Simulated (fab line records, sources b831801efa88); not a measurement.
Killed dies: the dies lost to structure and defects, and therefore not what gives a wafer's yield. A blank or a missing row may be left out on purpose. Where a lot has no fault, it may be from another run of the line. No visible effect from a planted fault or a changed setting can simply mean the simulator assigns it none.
fab line records + flow gf180mcu
record:
- lots: 13
- wafers: 39
- lastDay: 34
route steps=602 shown STI@25 NWELL@46 HV_LDD@186
lots that met no fault: taken from a fault-free run of the same line
startH: start of the lot's first displayed wafer, in hours after the record's first day + waitH: how many hours have passed since the lot's step before this one + " the same as in the row above + L1.1+2: a row that stands for several wafers + - value missing, or start not given + * or withheld: withheld + < > ~ a bound
route shown NAME@n: NAME is a module with steps in the file, n the number in the route of the first one + usual: mean/standard deviation of fault-free wafers + same: alike in all rows + chamber/n: place in a boat + sites: the reading at each site + _std_site: their standard deviation + _edge_site: outer sites' mean less inner sites' + radiusMm: how far each site lies from the wafer's centre + mask NAME#n: copy n + behind: tool/chamber where the wafer was last shaped + hold: the reason the lot was held/the length of the hold in hours/how it ended + device: which transistor (n, p or np) failed to switch + end of line: tests of these same wafers at the route's end + a step with no rows: only its recipe + killed: count of dies lost to structure and defects at first sort (not the wafer's yield) + map: per-die view of a wafer (x killed, . not killed, _ where there is no die)
set.NAME: setting as actually run; set.NAME@STEP: the setting as run at that earlier step + model.NAME: the simulator's own value behind a step, which no gauge read
the route's steps for a sample of lots (tables are steps, rows are wafers)
services: from which hour (startH, from the record's first day; less than 0 if before it) a tool's chamber was out of use, for how many hours, and why
== steps ==
step: GF_STI_THK_MEAS_24
recipe:
- reads: SiO2_of_STI_CVD_23
usual:
- STI_CVD_23_THK: 621/5.9
| lot.wafer | tool         | chamber | startH | waitH | STI_CVD_23_THK[nm] |
|-----------|--------------|---------|--------|-------|--------------------|
| L292.1    | filmMetro-01 | -       | 28.95  | 0.0   | 611                |
| L292.4    | "            | -       | "      | "     | 615                |
| L292.6    | "            | -       | "      | "     | 623                |
| L293.2    | filmMetro-02 | -       | 32.57  | 0.0   | 624                |
| L293.5    | "            | -       | "      | "     | 629                |
| L293.6    | "            | -       | "      | "     | 615                |
| L294.2    | filmMetro-01 | -       | 38.43  | 0.0   | 631                |
| L294.3    | "            | -       | "      | "     | 622                |
| L294.4    | "            | -       | "      | "     | 619                |
| L295.1    | filmMetro-01 | -       | 43.04  | 0.0   | 620                |
| L295.2    | "            | -       | "      | "     | 624                |
| L295.6    | "            | -       | "      | "     | 624                |
| L300.3    | filmMetro-02 | -       | 70.74  | 0.1   | 621                |
| L300.4    | "            | -       | "      | "     | 621                |
| L300.5    | "            | -       | "      | "     | 614                |
| L307.1    | filmMetro-02 | -       | 104.12 | 0.0   | 619                |
| L307.2    | "            | -       | "      | "     | 625                |
| L307.3    | "            | -       | "      | "     | 629                |
| L308.1    | filmMetro-02 | -       | 109.57 | 0.1   | 625                |
| L308.4    | "            | -       | "      | "     | 623                |
| L308.5    | "            | -       | "      | "     | 624                |
| L309.1    | filmMetro-04 | -       | 117.17 | 0.0   | 615                |
| L309.3    | "            | -       | "      | "     | 615                |
| L309.4    | "            | -       | "      | "     | 615                |
| L310.4    | filmMetro-04 | -       | 122.56 | 0.0   | 620                |
| L310.5    | "            | -       | "      | "     | 615                |
| L310.6    | "            | -       | "      | "     | 617                |
| L311.2    | filmMetro-02 | -       | 126.31 | 0.0   | 615                |
| L311.3    | "            | -       | "      | "     | 616                |
| L311.4    | "            | -       | "      | "     | 614                |
| L312.1    | filmMetro-01 | -       | 133.06 | 0.0   | 621                |
| L312.2    | "            | -       | "      | "     | 616                |
| L312.3    | "            | -       | "      | "     | 615                |
| L313.1    | filmMetro-02 | -       | 144.27 | 0.0   | 623                |
| L313.3    | "            | -       | "      | "     | 620                |
| L313.5    | "            | -       | "      | "     | 618                |
| L314.1    | filmMetro-01 | -       | 144.33 | 0.0   | 613                |
| L314.2    | "            | -       | "      | "     | 620                |
| L314.5    | "            | -       | "      | "     | 613                |
step: GF_NWELL_EXPOSE_04
recipe:
- maskId: Nwell
- targetCdNm: 860
- na: 0.6
- sourceShape: conventional
- sigmaOuter: 0.6
- doseMj: 260
| lot.wafer  | tool            | chamber | startH | waitH | mask       |
|------------|-----------------|---------|--------|-------|------------|
| L292.1+4+6 | ilineStepper-01 | 0       | 49.81  | -     | Nwell#0    |
| L293.2+5+6 | ilineStepper-01 | 0       | 55.05  | -     | Nwell#0    |
| L294.2+3+4 | ilineStepper-02 | 0       | 60.42  | -     | Nwell#0    |
| L295.1+2+6 | ilineStepper-01 | 0       | 65.21  | -     | Nwell#0    |
| L300.3+4+5 | ilineStepper-01 | 0       | 93.82  | -     | Nwell_R1#0 |
| L307.1+2+3 | ilineStepper-01 | 0       | 128.33 | -     | Nwell#0    |
| L308.1+4+5 | ilineStepper-01 | 0       | 134.08 | -     | Nwell#0    |
| L309.1+3+4 | ilineStepper-01 | 0       | 142.98 | -     | Nwell#0    |
| L310.4+5+6 | ilineStepper-01 | 0       | 149.74 | -     | Nwell#0    |
| L311.2+3+4 | ilineStepper-02 | 0       | 153.65 | -     | Nwell#0    |
| L312.1+2+3 | ilineStepper-02 | 0       | 163.88 | -     | Nwell#0    |
| L314.1+2+5 | ilineStepper-01 | 0       | 174.10 | -     | Nwell#0    |
| L313.1+3+5 | ilineStepper-01 | 0       | 174.73 | -     | Nwell#0    |
step: GF_HV_LDD_STRIP_10
recipe:
- chemistry: O2/N2
- powerW: 1400
- pressureMtorr: 1500
- platenTempC: 250
- o2FlowSccm: 3000
- n2FlowSccm: 300
- overashFraction: 0.5
usual:
- drypumpMotorCurrentA: 5.4/0.52
- heaterPowerW: 372/74
- oesProductAu: 0.716/0.0043
- stripTimeToEndpointS: 12.63/0.04
| lot.wafer | tool           | chamber | startH | waitH | drypumpMotorCurrentA | heaterPowerW | oesProductAu | rfHoursCounterH | stripTimeToEndpointS |
|-----------|----------------|---------|--------|-------|----------------------|--------------|--------------|-----------------|----------------------|
| L292.1    | plasmaAsher-04 | 0       | 214.93 | 0.1   | 5.8                  | 276          | 0.718        | 52              | 12.61                |
| L292.4    | "              | 0       | "      | "     | 5.8                  | 272          | 0.720        | -               | 12.61                |
| L292.6    | "              | 0       | "      | "     | 5.8                  | 277          | 0.717        | -               | 12.62                |
| L293.2    | plasmaAsher-04 | 1       | 225.76 | 0.1   | 4.7                  | 384          | 0.721        | 54              | 12.75                |
| L293.5    | "              | 1       | "      | "     | 4.7                  | 392          | 0.713        | -               | 12.71                |
| L293.6    | "              | 0       | "      | "     | 5.8                  | 271          | 0.717        | -               | 12.68                |
| L295.1    | plasmaAsher-04 | 1       | 233.78 | 0.1   | 4.7                  | 381          | 0.716        | 54              | 12.62                |
| L295.2    | "              | 0       | "      | "     | 5.8                  | 269          | 0.716        | 54              | 12.65                |
| L295.6    | "              | 0       | "      | "     | 5.8                  | 274          | 0.717        | -               | 12.61                |
| L294.2    | plasmaAsher-01 | 1       | 234.38 | 0.1   | 5.4                  | 327          | 0.716        | 59              | 12.64                |
| L294.3    | "              | 1       | "      | "     | 5.3                  | 334          | 0.720        | -               | 12.64                |
| L294.4    | "              | 0       | "      | "     | 5.7                  | 297          | 0.714        | -               | 12.68                |
| L300.3    | plasmaAsher-02 | 0       | 269.74 | 0.1   | 6.0                  | 482          | 0.724        | -               | 12.61                |
| L300.4    | "              | 1       | "      | "     | 4.9                  | 345          | 0.720        | -               | 12.59                |
| L300.5    | "              | 1       | "      | "     | 4.9                  | 340          | 0.707        | -               | 12.66                |
| L307.1    | plasmaAsher-02 | 0       | 321.13 | 0.1   | 6.0                  | 482          | 0.716        | 23              | 12.62                |
| L307.2    | "              | 1       | "      | "     | 4.9                  | 337          | 0.719        | 23              | 12.63                |
| L307.3    | "              | 1       | "      | "     | 4.9                  | 354          | 0.726        | -               | 12.71                |
| L308.1    | plasmaAsher-02 | 0       | 327.36 | 0.1   | 6.0                  | 476          | 0.724        | 24              | 12.63                |
| L308.4    | "              | 1       | "      | "     | 4.9                  | 344          | 0.713        | -               | 12.62                |
| L308.5    | "              | 0       | "      | "     | 6.0                  | 486          | 0.717        | -               | 12.57                |
| L309.1    | plasmaAsher-04 | 1       | 340.36 | 0.1   | 4.7                  | 387          | 0.713        | 68              | 12.68                |
| L309.3    | "              | 1       | "      | "     | 4.7                  | 388          | 0.719        | -               | 12.62                |
| L309.4    | "              | 0       | "      | "     | 5.8                  | 274          | 0.710        | -               | 12.64                |
| L310.4    | plasmaAsher-02 | 1       | 350.16 | 0.1   | 4.9                  | 334          | 0.715        | -               | 12.65                |
| L310.5    | "              | 1       | "      | "     | 4.9                  | 346          | 0.721        | -               | 12.64                |
| L310.6    | "              | 0       | "      | "     | 6.0                  | 489          | 0.715        | -               | 12.68                |
| L311.2    | plasmaAsher-02 | 1       | 354.63 | 0.1   | 4.9                  | 353          | 0.725        | 27              | 12.60                |
| L311.3    | "              | 0       | "      | "     | 6.0                  | 484          | 0.712        | -               | 12.61                |
| L311.4    | "              | 1       | "      | "     | 4.9                  | 348          | 0.724        | -               | 12.60                |
| L312.1    | plasmaAsher-02 | 0       | 371.23 | 0.1   | 6.0                  | 471          | 0.707        | 29              | 12.62                |
| L312.2    | "              | 1       | "      | "     | 4.9                  | 345          | 0.709        | 29              | 12.65                |
| L312.3    | "              | 1       | "      | "     | 4.9                  | 345          | 0.713        | -               | 12.61                |
| L314.1    | plasmaAsher-04 | 1       | 383.66 | 0.1   | 4.7                  | 386          | 0.708        | 73              | 12.67                |
| L314.2    | "              | 0       | "      | "     | 5.8                  | 273          | 0.719        | 73              | 12.66                |
| L314.5    | "              | 0       | "      | "     | 5.8                  | 272          | 0.715        | -               | 12.69                |
| L313.1    | plasmaAsher-02 | 0       | 387.18 | 0.1   | 6.0                  | 471          | 0.712        | 32              | 12.59                |
| L313.3    | "              | 0       | "      | "     | 6.0                  | 471          | 0.718        | -               | 12.60                |
| L313.5    | "              | 1       | "      | "     | 4.9                  | 348          | 0.714        | -               | 12.59                |
step: GF_HV_LDD_STRIP_37
recipe:
- chemistry: O2/N2
- powerW: 1400
- pressureMtorr: 1500
- platenTempC: 250
- o2FlowSccm: 3000
- n2FlowSccm: 300
- overashFraction: 0.5
usual:
- drypumpMotorCurrentA: 5.4/0.5
- heaterPowerW: 369/73
- oesProductAu: 0.716/0.0046
- stripTimeToEndpointS: 12.650/0.029
| lot.wafer | tool           | chamber | startH | waitH | drypumpMotorCurrentA | heaterPowerW | oesProductAu | rfHoursCounterH | stripTimeToEndpointS |
|-----------|----------------|---------|--------|-------|----------------------|--------------|--------------|-----------------|----------------------|
| L292.1    | plasmaAsher-01 | 1       | 250.93 | 0.1   | 5.4                  | 332          | 0.711        | 60              | 12.676               |
| L292.4    | "              | 0       | "      | "     | 5.7                  | 297          | 0.720        | -               | 12.649               |
| L292.6    | "              | 0       | "      | "     | 5.8                  | 284          | 0.708        | -               | 12.610               |
| L293.2    | plasmaAsher-04 | 1       | 263.48 | 0.1   | 4.7                  | 375          | 0.715        | 58              | 12.658               |
| L293.5    | "              | 0       | "      | "     | 5.8                  | 282          | 0.719        | -               | 12.626               |
| L293.6    | "              | 1       | "      | "     | 4.7                  | 382          | 0.716        | -               | 12.664               |
| L295.1    | plasmaAsher-01 | 1       | 270.66 | 0.1   | 5.3                  | 333          | 0.718        | 63              | 12.646               |
| L295.2    | "              | 0       | "      | "     | 5.7                  | 289          | 0.721        | 63              | 12.671               |
| L295.6    | "              | 0       | "      | "     | 5.7                  | 291          | 0.713        | -               | 12.676               |
| L294.2    | plasmaAsher-01 | 1       | 271.83 | 0.1   | 5.4                  | 326          | 0.724        | 63              | 12.615               |
| L294.3    | "              | 1       | "      | "     | 5.4                  | 328          | 0.725        | -               | 12.602               |
| L294.4    | "              | 0       | "      | "     | 5.7                  | 290          | 0.705        | -               | 12.602               |
| L300.3    | plasmaAsher-02 | 1       | 310.29 | 0.1   | 4.9                  | 343          | 0.717        | -               | 12.636               |
| L300.4    | "              | 0       | "      | "     | 5.9                  | 495          | 0.719        | -               | 12.699               |
| L300.5    | "              | 0       | "      | "     | 5.9                  | 491          | 0.720        | -               | 12.667               |
| L307.1    | plasmaAsher-04 | 1       | 365.01 | 0.1   | 4.7                  | 375          | 0.719        | 71              | 12.644               |
| L307.2    | "              | 0       | "      | "     | 5.8                  | 275          | 0.714        | 71              | 12.641               |
| L307.3    | "              | 1       | "      | "     | 4.7                  | 390          | 0.713        | -               | 12.641               |
| L308.1    | plasmaAsher-04 | 0       | 371.16 | 0.1   | 5.8                  | 273          | 0.719        | 72              | 12.605               |
| L308.4    | "              | 1       | "      | "     | 4.7                  | 381          | 0.724        | -               | 12.643               |
| L308.5    | "              | 1       | "      | "     | 4.7                  | 377          | 0.720        | -               | 12.623               |
| L309.1    | plasmaAsher-02 | 1       | 386.03 | 0.1   | 4.9                  | 337          | 0.717        | 31              | 12.675               |
| L309.3    | "              | 1       | "      | "     | 4.9                  | 335          | 0.714        | -               | 12.660               |
| L309.4    | "              | 0       | "      | "     | 6.0                  | 469          | 0.721        | -               | 12.681               |
| L310.4    | plasmaAsher-02 | 0       | 396.21 | 0.1   | 6.0                  | 473          | 0.715        | -               | 12.627               |
| L310.5    | "              | 0       | "      | "     | 6.0                  | 473          | 0.724        | -               | 12.629               |
| L310.6    | "              | 1       | "      | "     | 4.9                  | 344          | 0.715        | -               | 12.646               |
| L311.2    | plasmaAsher-02 | 0       | 400.88 | 0.1   | 6.0                  | 475          | 0.718        | 34              | 12.652               |
| L311.3    | "              | 0       | "      | "     | 6.0                  | 495          | 0.722        | -               | 12.675               |
| L311.4    | "              | 1       | "      | "     | 4.9                  | 342          | 0.723        | -               | 12.680               |
| L312.1    | plasmaAsher-02 | 0       | 418.50 | 0.1   | 6.0                  | 476          | 0.717        | 36              | 12.666               |
| L312.2    | "              | 1       | "      | "     | 4.9                  | 342          | 0.706        | 36              | 12.623               |
| L312.3    | "              | 0       | "      | "     | 6.0                  | 478          | 0.722        | -               | 12.619               |
| L314.1    | plasmaAsher-02 | 0       | 432.03 | 0.1   | 6.0                  | 464          | 0.717        | 38              | 12.633               |
| L314.2    | "              | 1       | "      | "     | 4.9                  | 341          | 0.713        | 38              | 12.631               |
| L314.5    | "              | 0       | "      | "     | 5.9                  | 469          | 0.721        | -               | 12.634               |
| L313.1    | plasmaAsher-04 | 0       | 434.43 | 0.1   | 5.8                  | 283          | 0.720        | 79              | 12.656               |
| L313.3    | "              | 0       | "      | "     | 5.8                  | 280          | 0.708        | -               | 12.677               |
| L313.5    | "              | 0       | "      | "     | 5.8                  | 279          | 0.715        | -               | 12.653               |
== services ==
| tool            | chamber | startH | hours | kind   |
|-----------------|---------|--------|-------|--------|
| plasmaAsher-01  | -       | 39.51  | 0.4   | repair |
| plasmaAsher-01  | -       | 70.57  | 24.0  | repair |
| plasmaAsher-02  | -       | 74.61  | 2.4   | repair |
| ilineStepper-01 | -       | 83.12  | 9.2   | repair |
| plasmaAsher-02  | -       | 108.75 | 9.0   | pm     |
| plasmaAsher-04  | -       | 127.34 | 5.6   | repair |
| ilineStepper-02 | -       | 158.78 | 1.3   | repair |
| ilineStepper-01 | -       | 160.18 | 1.7   | pm     |
| plasmaAsher-04  | -       | 176.59 | 34.4  | repair |
| plasmaAsher-02  | -       | 191.54 | 2.7   | repair |
| plasmaAsher-04  | -       | 229.23 | 1.5   | repair |
| plasmaAsher-02  | -       | 238.44 | 0.5   | repair |
| ilineStepper-01 | -       | 254.74 | 4.4   | pm     |
| plasmaAsher-01  | -       | 294.02 | 109.5 | pm     |
| ilineStepper-01 | -       | 311.54 | 14.1  | repair |
| ilineStepper-01 | -       | 323.05 | 9.0   | repair |
| plasmaAsher-02  | -       | 333.69 | 15.6  | pm     |
| plasmaAsher-04  | -       | 352.41 | 3.9   | repair |
| plasmaAsher-04  | -       | 356.32 | 4.0   | pm     |
| ilineStepper-01 | -       | 377.54 | 1.7   | pm     |
| plasmaAsher-04  | -       | 388.14 | 4.9   | repair |
| plasmaAsher-01  | -       | 421.25 | 9.0   | pm     |
| ilineStepper-02 | -       | 427.92 | 1.7   | pm     |
| plasmaAsher-01  | -       | 429.48 | 2.4   | repair |
== key ==
firstSign:
- step: GF_NWELL_EXPOSE_04
- reading: mask
- direction: changed
effect none on later readings
metAt GF_NWELL_EXPOSE_04
struckLots L300
sortLeftOut L300.3,L300.4,L300.5
testerLeftOut L300
notActingAt GF_STI_THK_MEAS_24,GF_HV_LDD_STRIP_10,GF_HV_LDD_STRIP_37
onsetBetween 65.21 93.82
fault:
- kind: wrongMask
- tool: any
- chamber: -
- onsetH: 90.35
- steps: GF_NWELL_EXPOSE_04
- auxCopy: Nwell_R1#0
- cdOffsetNm: 129
- scope: struckLotsOnly
testerLeftOut: of these lots the tester's yield and bins aren't shown, on N5 and GAA mostly nor the transistor test; their killed dies are dies lost to structure and defects alone, not to doping, threshold or leakage, so they don't give the yield
sortLeftOut: the simulated sort isn't trusted on such a fault, so these wafers' sort isn't shown, and their yield isn't known
